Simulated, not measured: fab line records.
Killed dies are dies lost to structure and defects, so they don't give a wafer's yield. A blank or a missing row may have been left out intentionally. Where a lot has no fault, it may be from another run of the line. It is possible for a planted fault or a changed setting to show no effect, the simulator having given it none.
Which tool was responsible? -- flow sky130 -- 72 wafers from 24 lots sampled at 5 of the route's 708 steps

## WHAT THE GAUGES READ, wafer by wafer
SKY_METAL3_OVL_MEAS_14. Usual: METAL3_OVL typically reads 2 nm, with standard deviation 5.6.
lot,measured,on,METAL3_OVL (nm),flag
L074,day 38 12:01,overlay-02,8 10 12,
L077,day 39 01:11,overlay-01,-10 -4 -6,
L075,day 39 02:44,overlay-02,1 -2 0,
L076,day 39 07:16,overlay-02,4 -2 -9,
L078,day 39 11:45,overlay-02,-3 6 -1,
L079,day 39 14:29,overlay-02,3 4 2,
L080,day 40 06:19,overlay-02,-8 5 2,
L081,day 40 19:30,overlay-01,5 -3 4,
L082,day 40 22:31,overlay-01,0 2 -1,
L083,day 41 04:38,overlay-02,5 12 16,
L084,day 41 15:56,overlay-01,5 8 1,
L085,day 42 08:06,overlay-02,-1 0 -4,
L086,day 42 13:20,overlay-02,5 8 8,
L087,day 42 14:04,overlay-02,-3 -3 0,
L088,day 42 17:59,overlay-02,3 1 11,
L089,day 42 22:07,overlay-01,2 4 8,
L090,day 43 06:52,overlay-01,-3 1 3,
L091,day 43 10:07,overlay-01,6 0 3,
L092,day 43 15:32,overlay-02,3 1 4,
L093,day 43 21:50,overlay-02,1 -5 -4,
L094,day 44 13:04,overlay-01,-2 -4 0,
L095,day 44 14:02,overlay-01,0 5 -2,
L096,day 44 19:53,overlay-01,4 11 4,
L097,day 45 06:34,overlay-02,-3 -4 -2,

SKY_VIA3_CD_MEAS_12: the cd target is 200 nm. Usual: cd nm at 200.0 nm, with a standard deviation of 1.5.
lot,measured,on,cd nm (nm),flag
L074,day 39 16:02,cd sem-01,199.7 199.9 200.2,
L077,day 40 04:16,cd sem-02,200.0 198.4 199.1,
L075,day 40 05:15,cd sem-01,201.6 201.9 199.5,
L076,day 40 10:34,cd sem-01,201.8 201.3 200.6,
L078,day 40 14:56,cd sem-02,196.7 196.3 196.8,
L079,day 40 23:20,cd sem-02,201.3 200.9 199.9,
L080,day 41 07:47,cd sem-01,201.5 200.0 200.1,
L081,day 41 20:31,cd sem-02,201.3 200.5 199.6,
L082,day 41 23:44,cd sem-02,199.1 197.4 197.0,
L083,day 42 05:47,cd sem-02,198.6 198.9 196.4,
L084,day 42 17:28,cd sem-02,199.3 198.5 200.3,
L085,day 43 08:53,cd sem-01,200.5 201.5 200.3,
L086,day 43 13:41,cd sem-02,201.6 202.3 201.6,
L087,day 43 14:25,cd sem-01,201.0 202.4 202.2,
L088,day 43 19:19,cd sem-02,198.8 198.8 198.2,
L089,day 43 22:40,cd sem-02,200.8 201.0 200.6,
L090,day 44 06:47,cd sem-01,199.6 201.3 200.6,
L091,day 44 10:07,cd sem-01,197.4 197.8 198.6,
L092,day 44 15:03,cd sem-02,201.2 200.3 200.5,
L093,day 44 20:29,cd sem-01,199.6 199.3 200.6,
L094,day 45 11:42,cd sem-01,202.5 201.9 201.7,
L095,day 45 12:58,cd sem-01,200.4 199.8 199.4,
L096,day 45 18:41,cd sem-02,199.6 200.2 201.6,
L097,day 46 04:40,cd sem-01,200.2 199.3 198.5,

## EACH LOT AND THE TOOL THAT RAN IT (in order: tool; ch and the chambers of the sampled wafers; start)
lot,SKY_VIA1_STRIP_16,SKY_METAL2_STRIP_20,SKY_METAL3_ETCH_17
L074,"plasma asher-04 ch 0,1, day 33 18:42","plasma asher-02 ch 0,1, day 34 23:56","rie diel-04 ch 0,1,2, day 38 12:11"
L077,"plasma asher-01 ch 0,1, day 34 08:04","plasma asher-03 ch 0, day 35 13:08","rie diel-01 ch 2,3, day 39 01:22"
L075,"plasma asher-03 ch 0,1, day 34 10:50","plasma asher-03 ch 0,1, day 35 15:28","rie diel-04 ch 0,2,3, day 39 02:53"
L076,"plasma asher-04 ch 0,1, day 34 14:27","plasma asher-01 ch 0,1, day 35 18:52","rie diel-01 ch 0,1,3, day 39 07:26"
L078,"plasma asher-03 ch 0,1, day 34 19:27","plasma asher-03 ch 0,1, day 36 00:15","rie diel-04 ch 2,3, day 39 11:55"
L079,"plasma asher-01 ch 0,1, day 34 22:33","plasma asher-01 ch 0,1, day 36 03:14","rie diel-01 ch 0,2,3, day 39 14:38"
L080,"plasma asher-01 ch 0,1, day 35 15:53","plasma asher-03 ch 0,1, day 36 21:10","rie diel-01 ch 0,2,3, day 40 06:42"
L081,"plasma asher-01 ch 0,1, day 36 06:28","plasma asher-03 ch 0,1, day 37 11:07","rie diel-04 ch 1,2,3, day 40 19:40"
L082,"plasma asher-01 ch 0,1, day 36 08:27","plasma asher-03 ch 0,1, day 37 13:17","rie diel-03 ch 0,1, day 40 22:41"
L083,"plasma asher-01 ch 0,1, day 36 15:21","plasma asher-03 ch 0,1, day 37 20:41","rie diel-03 ch 0,1,2, day 41 04:47"
L084,"plasma asher-04 ch 0,1, day 37 03:16","plasma asher-02 ch 0,1, day 38 08:35","rie diel-03 ch 1,3, day 41 16:13"
L085,"plasma asher-04 ch 0,1, day 38 00:44","plasma asher-02 ch 0,1, day 39 04:46","rie diel-01 ch 0,1,2, day 42 08:16"
L086,"plasma asher-01 ch 0,1, day 38 05:04","plasma asher-03 ch 0,1, day 39 09:26","rie diel-01 ch 1,2,3, day 42 13:29"
L087,"plasma asher-01 ch 0,1, day 38 05:44","plasma asher-03 ch 0,1, day 39 09:50","rie diel-04 ch 0,1,2, day 42 14:14"
L088,"plasma asher-01 ch 0,1, day 38 10:24","plasma asher-01 ch 0,1, day 39 14:23","rie diel-04 ch 0,2,3, day 42 18:08"
L089,"plasma asher-03 ch 0, day 38 15:48","plasma asher-03 ch 0,1, day 39 19:35","rie diel-04 ch 1,2, day 42 22:17"
L090,"plasma asher-03 ch 0,1, day 39 03:33","plasma asher-03 ch 0,1, day 40 06:07","rie diel-03 ch 0,3, day 43 07:02"
L091,"plasma asher-03 ch 0,1, day 39 06:23","plasma asher-02 ch 0,1, day 40 09:32","rie diel-04 ch 0,3, day 43 10:17"
L092,"plasma asher-04 ch 0,1, day 39 09:59","plasma asher-01 ch 1, day 40 13:11","rie diel-01 ch 1,2, day 43 15:43"
L093,"plasma asher-04 ch 0,1, day 39 18:05","plasma asher-02 ch 0, day 40 20:04","rie diel-03 ch 1,3, day 43 21:59"
L094,"plasma asher-01 ch 0,1, day 40 10:56","plasma asher-03 ch 0,1, day 41 12:23","rie diel-04 ch 0,1,2, day 44 13:14"
L095,"plasma asher-03 ch 0,1, day 40 11:54","plasma asher-02 ch 0,1, day 41 13:27","rie diel-03 ch 0,1,3, day 44 14:11"
L096,"plasma asher-04 ch 0,1, day 40 18:26","plasma asher-01 ch 0,1, day 41 19:56","rie diel-04 ch 0,2, day 44 20:05"
L097,"plasma asher-04 ch 0,1, day 41 06:15","plasma asher-03 ch 0,1, day 42 07:35","rie diel-04 ch 0,2, day 45 06:44"
- SKY_VIA1_STRIP_16: strips in O2/N2.
- SKY_METAL2_STRIP_20: strips in O2/N2.
- SKY_METAL3_ETCH_17: etches SiO2 in C4F8/O2/Ar, stops on TiN, time 3.9 s, target depth 15 nm.

## WHAT THE TOOLS THEMSELVES READ (means of the sampled wafers that have a number; where no wafer has one, the mark that the record gives instead)
SKY_VIA1_STRIP_16. Usual: drypump motor current A 5.7 A, standard deviation 0.5; oes product au 0.415 a.u., standard deviation 0.0046; strip time to endpoint s 4.457 s, standard deviation 0.024.
lot,tool,drypump motor current A (A),oes product au (a.u.),strip time to endpoint s (s),flag
L074,plasma asher-04,6.0,0.413,4.480,
L077,plasma asher-01,5.3,0.411,4.465,
L075,plasma asher-03,5.5,0.412,4.460,
L076,plasma asher-04,6.0,0.414,4.458,
L078,plasma asher-03,5.6,0.415,4.470,
L079,plasma asher-01,5.3,0.415,4.448,
L080,plasma asher-01,5.7,0.411,4.435,
L081,plasma asher-01,5.3,0.413,4.448,
L082,plasma asher-01,5.7,0.412,4.457,
L083,plasma asher-01,5.7,0.417,4.451,
L084,plasma asher-04,5.9,0.420,4.454,
L085,plasma asher-04,5.9,0.420,4.461,
L086,plasma asher-01,5.3,0.411,4.446,
L087,plasma asher-01,5.7,0.419,4.461,
L088,plasma asher-01,5.3,0.413,4.457,
L089,plasma asher-03,5.4,0.412,4.454,
L090,plasma asher-03,5.6,0.417,4.443,
L091,plasma asher-03,5.7,0.415,4.486,
L092,plasma asher-04,5.9,0.413,4.416,
L093,plasma asher-04,6.0,0.415,4.457,
L094,plasma asher-01,5.7,0.417,4.471,
L095,plasma asher-03,5.5,0.412,4.437,
L096,plasma asher-04,5.9,0.412,4.465,
L097,plasma asher-04,6.0,0.418,4.456,

SKY_METAL2_STRIP_20. Usual: drypump motor current A 5.5 A, standard deviation 0.36; oes product au 0.343 a.u., standard deviation 0.0057; strip time to endpoint s 2.71 s, standard deviation 0.066.
lot,tool,drypump motor current A (A),oes product au (a.u.),strip time to endpoint s (s),flag
L074,plasma asher-02,5.4,0.342,2.71,
L077,plasma asher-03,5.4,0.346,2.78,
L075,plasma asher-03,5.5,0.343,2.73,
L076,plasma asher-01,5.8,0.344,2.71,
L078,plasma asher-03,5.5,0.346,2.73,
L079,plasma asher-01,5.7,0.343,2.64,
L080,plasma asher-03,5.6,0.344,2.69,
L081,plasma asher-03,5.7,0.344,2.72,
L082,plasma asher-03,5.4,0.340,2.72,
L083,plasma asher-03,5.5,0.343,2.70,
L084,plasma asher-02,5.3,0.340,2.75,
L085,plasma asher-02,5.3,0.340,2.64,
L086,plasma asher-03,5.5,0.347,2.71,
L087,plasma asher-03,5.6,0.342,2.70,
L088,plasma asher-01,5.7,0.349,2.82,
L089,plasma asher-03,5.6,0.346,2.74,
L090,plasma asher-03,5.5,0.341,2.66,
L091,plasma asher-02,5.4,0.346,2.72,
L092,plasma asher-01,6.2,0.344,2.64,
L093,plasma asher-02,5.3,0.345,2.75,
L094,plasma asher-03,5.6,0.341,2.65,
L095,plasma asher-02,5.4,0.343,2.76,
L096,plasma asher-01,5.3,0.343,2.68,
L097,plasma asher-03,5.6,0.344,2.70,

SKY_METAL3_ETCH_17. Usual: oes product au at 0.754 a.u., with a standard deviation of 0.0089.
lot,tool,oes product au (a.u.),flag
L074,rie diel-04,0.760,
L077,rie diel-01,0.749,
L075,rie diel-04,0.760,
L076,rie diel-01,0.744,
L078,rie diel-04,0.760,
L079,rie diel-01,0.746,
L080,rie diel-01,0.747,
L081,rie diel-04,0.743,
L082,rie diel-03,0.747,
L083,rie diel-03,0.755,
L084,rie diel-03,0.757,
L085,rie diel-01,0.752,
L086,rie diel-01,0.762,
L087,rie diel-04,0.760,
L088,rie diel-04,0.752,
L089,rie diel-04,0.754,
L090,rie diel-03,0.748,
L091,rie diel-04,0.758,
L092,rie diel-01,0.758,
L093,rie diel-03,0.746,
L094,rie diel-04,0.764,
L095,rie diel-03,0.755,
L096,rie diel-04,0.751,
L097,rie diel-04,0.761,

## THE ANSWER, worked out from the rows above alone
Rule: lot off if the mean of its wafers having a number is beyond 3 standard deviations from the usual mean. Also off: a lot with no number at a reading for which 4 or more lots have one. The other lots that the step has rows for count as sound. After the gauges, taken in route order, come the tools' own readings; for these a lot's mean is taken, as printed above. At the first step where some lot is off, the reading lying furthest off is the one used; lots without a number count as furthest.
No lot is off on any of the readings shown, so nothing can be concluded from this.

## WHAT THE SIMULATOR HAD INSERTED
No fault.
